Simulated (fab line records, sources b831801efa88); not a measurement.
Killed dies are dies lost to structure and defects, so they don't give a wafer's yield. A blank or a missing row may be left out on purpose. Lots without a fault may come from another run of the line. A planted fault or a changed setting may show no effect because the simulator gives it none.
Which tool did it? | flow gf180mcu | 11 lots, 33 wafers sampled, at 3 steps of a route of 602

WHAT THE GAUGES READ, wafer by wafer
GF_M4_THK_MEAS_06: measures by xrf.
lot  | measured     | on            | M4_ALCU_THK (nm)
L879 | day 23 01:03 | film_metro-02 | 447 448 449
L881 | day 23 16:13 | film_metro-04 | 449 450 448
L884 | day 24 22:55 | film_metro-03 | 448 447 447
L885 | day 25 11:28 | film_metro-04 | 447 449 445
L889 | day 26 14:41 | film_metro-02 | 445 446 449
L894 | day 28 09:29 | film_metro-04 | 450 448 440
L896 | day 28 21:48 | film_metro-03 | 455 452 454
L895 | day 28 23:23 | film_metro-04 | 442 442 442
L897 | day 29 00:34 | film_metro-03 | 446 442 445
L899 | day 29 21:05 | film_metro-04 | 448 448 448
L900 | day 29 22:11 | film_metro-02 | 451 449 448

WHICH TOOL RAN EACH LOT (tool, then ch and the chambers of the sampled wafers, then the start)
lot  | GF_M4_SPUTTER_01             | GF_M4_SPUTTER_02
L879 | pvd_sputter-04, day 23 00:49 | pvd_sputter-04, day 23 00:50
L881 | pvd_sputter-02, day 23 15:58 | pvd_sputter-02, day 23 16:00
L884 | pvd_sputter-03, day 24 22:40 | pvd_sputter-03, day 24 22:42
L885 | pvd_sputter-03, day 25 11:14 | pvd_sputter-03, day 25 11:16
L889 | pvd_sputter-02, day 26 14:27 | pvd_sputter-02, day 26 14:29
L894 | pvd_sputter-03, day 28 09:14 | pvd_sputter-03, day 28 09:16
L896 | pvd_sputter-03, day 28 21:32 | pvd_sputter-03, day 28 21:34
L895 | pvd_sputter-04, day 28 23:08 | pvd_sputter-04, day 28 23:10
L897 | pvd_sputter-03, day 29 00:19 | pvd_sputter-03, day 29 00:21
L899 | pvd_sputter-02, day 29 20:50 | pvd_sputter-02, day 29 20:52
L900 | pvd_sputter-02, day 29 21:55 | pvd_sputter-02, day 29 21:57
- GF_M4_SPUTTER_01: material TiN, target thk 30 nm, time 25 s.
- GF_M4_SPUTTER_02: material AlCu, target thk 450 nm, time 23.9 s.

THE ANSWER, worked out from the rows above alone
Rule: what is usual is taken from the lots themselves. Put in order of their means at a reading, lots are off if they are a third of the lots or fewer, leave a main group of 4 or more, and stand apart from it by a gap of 3 or more times the standard deviation of the main group's means; of several such gaps the widest counts. A main group whose means are all the same, to the digits that the tables above print for the reading, isn't used. A lot without any number at a reading at which 4 lots or more have one is off too. The other lots that the step has rows for count as sound.
No lot is off at any reading shown: from this, nothing can be told.

WHAT THE SIMULATOR HAD PUT IN
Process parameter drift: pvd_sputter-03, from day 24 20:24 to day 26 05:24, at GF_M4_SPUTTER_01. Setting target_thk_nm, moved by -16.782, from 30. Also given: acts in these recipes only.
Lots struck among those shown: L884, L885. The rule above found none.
